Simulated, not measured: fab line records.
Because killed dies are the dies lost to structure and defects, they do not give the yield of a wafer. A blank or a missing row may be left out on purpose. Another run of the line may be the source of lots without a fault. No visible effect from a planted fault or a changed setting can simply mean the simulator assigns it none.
fab line records | flow sky130
[record] lots = 14 wafers = 42 last_day = 51
route steps=708 shown LDD_N@244 LDD_P@262 LDD_HVN@275 PAD_OPEN@708
lots untouched by any fault: they come from a run of this same line in which no faults occurred
start_h: start of the lot's first displayed wafer, in hours after the record's first day | wait_h: hours since the lot's step before | " as in the row above | L1.1+2: a single row standing in for several wafers | - either no value or no given start | * or withheld: withheld | < > ~ a bound
route shown NAME@n: names a module that has steps shown in the file, with the first one's number in the route | usual: mean/standard deviation taken from wafers without a fault | same: alike in all rows | chamber/n: place in a boat | sites: readings site by site | _std_site: standard deviation across them | _edge_site: the outer-site mean with the inner-site mean subtracted | radius_mm: for every site, how far away it sits from the centre of the wafer | mask NAME#n: copy n | behind: tool/chamber where the wafer was last shaped | hold: cause of the lot's hold/its duration in hours/its outcome | device: the transistor (n, p or np) that didn't switch | end of line: tests run on the same wafers once the route is complete | where a step has no rows: the recipe by itself | killed: the dies lost at the first sort to structure and to defects; this is not the yield of the wafer | map: a wafer's dies, marking killed ones x, the rest . and places with no die _
set.NAME: setting as actually run; set.NAME@STEP: the setting as run at that earlier step | model.NAME: the simulator's own value behind a step, which no gauge read
one table for each step of the route and one row for each wafer, over a sample of lots
services: the hour from which a tool's chamber was out of use, counted from the record's first day as start_h (under 0 if before that day), plus the number of hours and why
[[steps]]
[step SKY_LDD_N_OVL_MEAS_07]
[usual] LDD_N_OVL = 0.0/1.4
// columns lot.wafer tool chamber start_h wait_h LDD_N_OVL[nm]
L387.2 overlay-01 - 414.72 0.1 1.8
L387.4 " - " " 0.8
L387.5 " - " " -0.6
L388.1 overlay-01 - 427.92 0.1 0.6
L388.3 " - " " -1.9
L388.4 " - " " -0.6
L391.1 overlay-02 - 453.37 0.1 -3.1
L391.4 " - " " -2.3
L391.6 " - " " -1.6
L393.3 overlay-01 - 467.18 0.1 0.0
L393.5 " - " " 0.8
L393.6 " - " " 1.2
L394.3 overlay-01 - 483.38 0.1 -0.2
L394.4 " - " " 1.1
L394.6 " - " " -1.8
L395.1 overlay-02 - 491.75 0.1 -1.1
L395.2 " - " " -0.2
L395.3 " - " " -0.6
L396.2 overlay-01 - 497.85 0.1 1.2
L396.3 " - " " 1.2
L396.4 " - " " -0.5
L397.2 overlay-02 - 503.92 0.1 1.1
L397.3 " - " " -1.0
L397.6 " - " " -1.0
L399.2 overlay-01 - 517.37 0.1 -0.8
L399.4 " - " " -0.7
L399.6 " - " " -0.5
L400.1 overlay-02 - 528.95 0.1 1.0
L400.2 " - " " -1.0
L400.5 " - " " 0.6
L402.2 overlay-02 - 547.57 0.1 0.0
L402.3 " - " " -0.6
L402.6 " - " " 0.0
L407.1 overlay-01 - 588.16 0.1 1.5
L407.2 " - " " 1.7
L407.3 " - " " -1.0
L408.1 overlay-01 - 598.65 0.1 0.9
L408.4 " - " " 0.1
L408.6 " - " " 1.7
L410.2 overlay-02 - 604.87 0.1 1.6
L410.3 " - " " -1.0
L410.6 " - " " -1.9
[step SKY_LDD_N_TW_MEAS_17]
[usual] LDD_N_TW = 2602/17
// columns lot.wafer tool chamber start_h wait_h LDD_N_TW
L387.2 film_metro-03 - 416.06 0.1 2600
L387.4 " - " " 2593
L387.5 " - " " 2591
L388.1 film_metro-02 - 429.26 0.1 2593
L388.3 " - " " 2601
L388.4 " - " " 2594
L391.1 film_metro-02 - 454.70 0.1 2593
L391.4 " - " " 2588
L391.6 " - " " 2607
L393.3 film_metro-03 - 468.52 0.1 2599
L393.5 " - " " 2601
L393.6 " - " " 2609
L394.3 film_metro-02 - 484.72 0.1 2600
L394.4 " - " " 2623
L394.6 " - " " 2601
L395.1 film_metro-04 - 493.08 0.1 2595
L395.2 " - " " 2575
L395.3 " - " " 2587
L396.2 film_metro-04 - 499.19 0.1 2590
L396.3 " - " " 2579
L396.4 " - " " 2581
L397.2 film_metro-04 - 505.26 0.1 2599
L397.3 " - " " 2602
L397.6 " - " " 2611
L399.2 film_metro-03 - 518.71 0.1 2577
L399.4 " - " " 2572
L399.6 " - " " 2585
L400.1 film_metro-02 - 530.28 0.1 2596
L400.2 " - " " 2624
L400.5 " - " " 2619
L402.2 film_metro-02 - 548.91 0.1 2611
L402.3 " - " " 2619
L402.6 " - " " 2605
L407.1 film_metro-04 - 589.50 0.1 2592
L407.2 " - " " 2578
L407.3 " - " " 2579
L408.1 film_metro-03 - 599.98 0.1 2588
L408.4 " - " " 2606
L408.6 " - " " 2586
L410.2 film_metro-03 - 606.21 0.1 2584
L410.3 " - " " 2580
L410.6 " - " " 2587
[step SKY_LDD_P_CD_MEAS_07]
[recipe] target_cd_nm = 380
[usual] cd_nm = 380.4/2.3
// columns lot.wafer tool chamber start_h wait_h cd_nm
L387.2 cd_sem-02 - 446.62 0.1 383.4
L387.4 " - " " 385.5
L387.5 " - " " 383.2
L388.1 cd_sem-02 - 460.80 0.1 378.1
L388.3 " - " " 379.1
L388.4 " - " " 378.9
L391.1 cd_sem-02 - 485.57 0.1 379.8
L391.4 " - " " 381.1
L391.6 " - " " 377.2
L393.3 cd_sem-01 - 499.64 0.1 383.2
L393.5 " - " " 384.7
L393.6 " - " " 386.2
L394.3 cd_sem-01 - 514.79 0.1 381.5
L394.4 " - " " 381.5
L394.6 " - " " 378.5
L395.1 cd_sem-01 - 524.02 0.1 380.7
L395.2 " - " " 382.0
L395.3 " - " " 380.4
L396.2 cd_sem-02 - 529.49 0.1 377.2
L396.3 " - " " 377.0
L396.4 " - " " 377.7
L397.2 cd_sem-02 - 535.79 0.1 380.8
L397.3 " - " " 379.0
L397.6 " - " " 378.3
L399.2 cd_sem-02 - 549.22 0.1 378.4
L399.4 " - " " 379.4
L399.6 " - " " 378.7
L400.1 cd_sem-02 - 561.00 0.1 379.5
L400.2 " - " " 383.3
L400.5 " - " " 381.7
L402.2 cd_sem-01 - 579.32 0.1 380.8
L402.3 " - " " 380.0
L402.6 " - " " 381.8
L407.1 cd_sem-02 - 619.86 0.1 387.2
L407.2 " - " " 384.2
L407.3 " - " " 383.8
L408.1 cd_sem-01 - 631.00 0.1 379.3
L408.4 " - " " 379.5
L408.6 " - " " 381.6
L410.2 cd_sem-02 - 635.97 0.1 378.5
L410.3 " - " " 381.0
L410.6 " - " " 382.1
[step SKY_LDD_HVN_IMPLANT_08]
[recipe] species = P energy_kev = 60 dose_cm2 = 3e+13 tilt_deg = 40
// columns lot.wafer tool chamber start_h wait_h
L387.2+4+5 implanter-01 0 477.98 0.0
L388.1+3+4 implanter-04 0 492.10 0.0
L391.1+4+6 implanter-03 0 516.70 0.0
L393.3+5+6 implanter-04 0 530.30 0.1
L394.3+4+6 implanter-04 0 545.90 0.1
L395.1+2+3 implanter-01 0 555.15 0.0
L396.2+3+4 implanter-01 0 560.86 0.0
L397.2+3+6 implanter-03 0 566.33 0.0
L399.2+4+6 implanter-01 0 579.66 0.0
L400.1+2+5 implanter-04 0 591.65 0.0
L400.1+2+5 implanter-04 0 591.97 0.3
L402.2+3+6 implanter-01 0 609.31 0.0
L407.1+2+3 implanter-04 0 649.40 0.0
L408.1+4+6 implanter-04 0 660.70 0.0
L410.2+3+6 implanter-01 0 665.91 0.0
L410.2+3+6 implanter-01 0 666.23 0.3
[step SKY_LDD_HVN_TW_MEAS_10]
[usual] LDD_HVN_TW = 1431/12
// columns lot.wafer tool chamber start_h wait_h LDD_HVN_TW
L387.2 film_metro-01 - 478.21 0.1 1417
L387.4 " - " " 1424
L387.5 " - " " 1426
L388.1 film_metro-01 - 492.35 0.1 1417
L388.3 " - " " 1419
L388.4 " - " " 1427
L391.1 film_metro-01 - 516.95 0.1 1410
L391.4 " - " " 1413
L391.6 " - " " 1417
L393.3 film_metro-03 - 530.52 0.1 1430
L393.5 " - " " 1433
L393.6 " - " " 1433
L394.3 film_metro-04 - 546.12 0.1 1440
L394.4 " - " " 1444
L394.6 " - " " 1444
L395.1 film_metro-03 - 555.40 0.1 1437
L395.2 " - " " 1443
L395.3 " - " " 1435
L396.2 film_metro-03 - 561.10 0.1 1424
L396.3 " - " " 1421
L396.4 " - " " 1430
L397.2 film_metro-04 - 566.56 0.1 1446
L397.3 " - " " 1439
L397.6 " - " " 1442
L399.2 film_metro-03 - 579.90 0.1 1440
L399.4 " - " " 1433
L399.6 " - " " 1434
L400.1 film_metro-04 - 592.22 0.1 1790
L400.2 " - " " 1805
L400.5 " - " " 1795
L402.2 film_metro-04 - 609.55 0.1 1440
L402.3 " - " " 1444
L402.6 " - " " 1446
L407.1 film_metro-03 - 649.65 0.1 1442
L407.2 " - " " 1438
L407.3 " - " " 1447
L408.1 film_metro-03 - 660.95 0.1 1438
L408.4 " - " " 1435
L408.6 " - " " 1432
L410.2 film_metro-04 - 666.46 0.1 1790
L410.3 " - " " 1806
L410.6 " - " " 1809
[step SKY_PAD_OPEN_PROBE_99]
[usual] killed_at_M0_to_M3 = 43/7.3 killed_at_M4_up = 3.4/2.1 killed_at_contacts = 24/5.9 killed_at_front_end = 14/4 killed_at_other = 0.3/0.54 killed_dies = 85/10 killed_open = 46/7.7 killed_short = 38/6
[same] gross_dies = 492 killed_at_back_side = 0
// columns lot.wafer tool chamber start_h wait_h killed_at_M0_to_M3 killed_at_M4_up killed_at_contacts killed_at_front_end killed_at_other killed_dies killed_open killed_short
L399.2 prober-02 - 1164.52 0.1 29 3 29 25 0 86 55 31
L399.4 prober-02 - 1164.62 0.2 45 2 25 12 0 84 46 38
L399.6 prober-02 - 1164.72 0.2 29 1 37 15 0 82 46 36
// killed by level:class
L399.2 LI_CONTACT:geometric_particle:open=15 POLY_GATE:geometric_particle:open=11 VIA3:geometric_particle:open=8 POLY_GATE:geometric_particle:short=6 VIA1:geometric_particle:open=5 VIA2:geometric_particle:open=5 CONTACT:geometric_particle:open=4 FIELD_ISO:geometric_particle:short=3
L399.4 VIA1:geometric_particle:open=9 CONTACT:geometric_particle:open=9 METAL1:geometric_particle:short=7 METAL2:geometric_particle:short=7 LI_CONTACT:geometric_particle:open=6 CONTACT:geometric_particle:short=6 VIA2:geometric_particle:open=5 POLY_GATE:geometric_particle:short=3
L399.6 CONTACT:geometric_particle:open=17 LI_CONTACT:geometric_particle:open=8 FIELD_ISO:geometric_particle:short=7 VIA2:geometric_particle:open=7 VIA1:geometric_particle:open=5 METAL2:geometric_particle:short=5 POLY_GATE:geometric_particle:short=4 LI_CONTACT:geometric_particle:short=4
[[services]]
// columns tool chamber start_h hours kind
implanter-04 - 457.26 1.4 repair
implanter-03 - 461.51 1.9 repair
implanter-01 - 494.15 5.1 repair
implanter-03 - 567.07 2.5 repair
implanter-04 - 625.46 3.4 pm
implanter-03 - 644.38 15.8 repair
implanter-04 - 656.61 2.4 repair
[[key]]
[first_sign] step = SKY_LDD_HVN_IMPLANT_08 reading = visit direction = added
[effect] step = SKY_LDD_HVN_TW_MEAS_10 reading = LDD_HVN_TW direction = up sigmas = 32 usual = 1431 struck = 1799
met_at SKY_LDD_HVN_IMPLANT_08
struck_lots L400,L410
tester_left_out L400,L410
not_acting_at SKY_LDD_N_OVL_MEAS_07,SKY_LDD_N_TW_MEAS_17,SKY_LDD_P_CD_MEAS_07
[fault] kind = repeated_step_whole tool = implanter-01,implanter-03,implanter-04 chamber = - onset_h = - steps = SKY_LDD_HVN_IMPLANT_08 times = 1 scope = struck_lots_only
// tester_left_out: of these lots the tester's yield and bins aren't shown, on N5 and GAA mostly nor the transistor test; their killed dies are dies lost to structure and defects alone, not to doping, threshold or leakage, so they don't give the yield
